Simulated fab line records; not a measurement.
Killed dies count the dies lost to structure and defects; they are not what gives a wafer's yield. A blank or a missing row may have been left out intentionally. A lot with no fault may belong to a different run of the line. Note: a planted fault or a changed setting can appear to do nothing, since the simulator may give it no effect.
Comparing a struck lot with a sound one -- flow sky130 -- 43 out of 708 route steps
Sound: wafers L623.2, L623.3, L623.6. Struck: wafer L631.5 (left out: L631.2, L631.3 of the same lot, which were not struck); the cause appears at the end.
Per side, at each step with rows, come the tool, then ch with its chambers, and then its first start. Under that, the readings that differ: sound wafers -- struck wafers -- difference of the means -- sigmas: that difference in standard deviations of wafers without a fault.
alike: a reading whose means differ by less than 2 such deviations, as well as words and numbers matching on both sides. not compared: withheld readings; readings where some wafer has no value; bounds like >300 that might hide an equal value; numbers whose values overlap and for which the record gives no deviation.
Wherever a step has rows on one side only, a row that says differs or no value, or a row with sigmas, the two part there. When numbers do not overlap yet have no deviation, they are printed without sigmas and do not part them. A reading that every wafer of one side lacks parts them only if that side has two wafers or more.

SKY_SPACER_ETCHBACK_02: etches Si3N4 in CH3F/O2, stops on SiO2, time 46.7 s, target depth 45 nm.
  sound on rie_diel-01 ch 1,3, day 24 08:15; struck on rie_diel-03 ch 3, day 26 23:01
reading,sound,struck,difference,sigmas
bias_w (W),79.85 79.56 79.90,80.26,+0.49,+2
  alike: drypump_motor_current_A, oes_product_au, throttle_valve_pct
  not compared: rf_hours_counter_h
then, 8 steps without rows for these wafers: SKY_POLY_CUT_DEHYDRATE_00 (time 60 s); SKY_POLY_CUT_HMDS_01 (prime time 60 s); SKY_POLY_CUT_COAT_02 (resist thk 60 nm); SKY_POLY_CUT_COAT_03 (resist thk 450 nm); SKY_POLY_CUT_SOFTBAKE_04 (time 90 s); SKY_POLY_CUT_EXPOSE_05 (exposes mask NPCM, target cd 270 nm); SKY_POLY_CUT_PEB_06; SKY_POLY_CUT_DEVELOP_07 (develop time 60 s).
SKY_POLY_CUT_CD_MEAS_08: target cd 270 nm.
  sound on cd_sem-02, day 25 14:11; struck on cd_sem-02, day 28 01:59
  alike: cd_nm
SKY_POLY_CUT_OVL_MEAS_09:
  sound on overlay-01, day 25 14:17; struck on overlay-01, day 28 02:05
  alike: POLY_CUT_OVL
SKY_POLY_CUT_ETCH_10: etches BARC in N2/H2, stops on SiO2, time 45.9 s, target depth 60 nm.
  sound on rie_diel-01 ch 0,1,2, day 25 14:19; struck on rie_diel-02 ch 0, day 28 02:07
  alike: bias_w, drypump_motor_current_A, oes_product_au, throttle_valve_pct
  not compared: rf_hours_counter_h
SKY_POLY_CUT_ETCH_11: etches Si3N4 in CF4/CH2F2/Ar, stops on poly-Si, time 42.5 s, target depth 60 nm.
  sound on rie_diel-01 ch 0,1,2, day 25 14:22; struck on rie_diel-02 ch 0, day 28 02:10
  alike: bias_w, ch2f2_flow_sccm, drypump_motor_current_A, oes_product_au, throttle_valve_pct
  not compared: rf_hours_counter_h
SKY_POLY_CUT_STRIP_12: strips in O2/N2.
  sound on plasma_asher-02 ch 0,1, day 25 14:25; struck on plasma_asher-02 ch 0, day 28 02:13
  alike: drypump_motor_current_A, oes_product_au, strip_time_to_endpoint_s
  not compared: rf_hours_counter_h
then, 7 steps without rows for these wafers: SKY_SD_P_DEHYDRATE_00 (time 60 s); SKY_SD_P_HMDS_01 (prime time 60 s); SKY_SD_P_COAT_02 (resist thk 1140 nm); SKY_SD_P_SOFTBAKE_03 (time 60 s); SKY_SD_P_EXPOSE_04 (exposes mask PSDM, target cd 380 nm); SKY_SD_P_PEB_05; SKY_SD_P_DEVELOP_06 (develop time 60 s).
SKY_SD_P_CD_MEAS_07: target cd 380 nm.
  the record has rows for the sound wafers here (cd_sem-01, day 26 18:38) and none for the struck ones
SKY_SD_P_OVL_MEAS_08:
  the record has rows for the sound wafers here (overlay-02, day 26 18:44) and none for the struck ones
then, 1 step without rows for these wafers: SKY_SD_P_IMPLANT_09.
SKY_SD_P_STRIP_10: strips in O2/N2.
  the record has rows for the sound wafers here (plasma_asher-01 ch 0,1, day 26 18:55) and none for the struck ones
SKY_SD_P_TW_MEAS_11:
  the record has rows for the sound wafers here (film_metro-01, day 26 19:02) and none for the struck ones
then, 8 steps without rows for these wafers: SKY_RES_XHIGH_DEHYDRATE_00 (time 60 s); SKY_RES_XHIGH_HMDS_01 (prime time 60 s); SKY_RES_XHIGH_COAT_02 (resist thk 1140 nm); SKY_RES_XHIGH_SOFTBAKE_03 (time 60 s); SKY_RES_XHIGH_EXPOSE_04 (exposes mask URPM, target cd 1270 nm); SKY_RES_XHIGH_PEB_05; SKY_RES_XHIGH_DEVELOP_06 (develop time 60 s); SKY_RES_XHIGH_IMPLANT_07.
SKY_RES_XHIGH_STRIP_08: strips in O2/N2.
  the record has rows for the sound wafers here (plasma_asher-01 ch 0,1, day 27 21:55) and none for the struck ones
SKY_RES_XHIGH_TW_MEAS_09:
  the record has rows for the sound wafers here (film_metro-03, day 27 22:02) and none for the struck ones
then, 6 steps without rows for these wafers: SKY_SD_N_DEHYDRATE_00 (time 60 s); SKY_SD_N_HMDS_01 (prime time 60 s); SKY_SD_N_COAT_02 (resist thk 1140 nm); SKY_SD_N_SOFTBAKE_03 (time 60 s); SKY_SD_N_EXPOSE_04 (exposes mask NSDM, target cd 380 nm); SKY_SD_N_PEB_05.
-- record jumps: 20 days separate the struck wafers' starts on either side; left off in module SD_N, taken up again in module PAD_OPEN, whose first shown step is the route's number 708 --
SKY_PAD_OPEN_PROBE_99:
  sound on prober-01, day 46 15:29; struck on prober-02, day 48 10:58
reading,sound,struck,difference,sigmas
killed_at_front_end,16 12 14,284,+270,+64
killed_dies,88 95 81,375,+287,+33
killed_on_rim,9 15 22,96,+81,+22
  alike: killed_at_M0_to_M3, killed_at_M4_up, killed_at_contacts, killed_at_other, killed_open, killed_short

== WHERE THEY PART ==
Earliest at SKY_SPACER_ETCHBACK_02; latest, in this record, at SKY_PAD_OPEN_PROBE_99.

WHY: the cause the simulator had injected
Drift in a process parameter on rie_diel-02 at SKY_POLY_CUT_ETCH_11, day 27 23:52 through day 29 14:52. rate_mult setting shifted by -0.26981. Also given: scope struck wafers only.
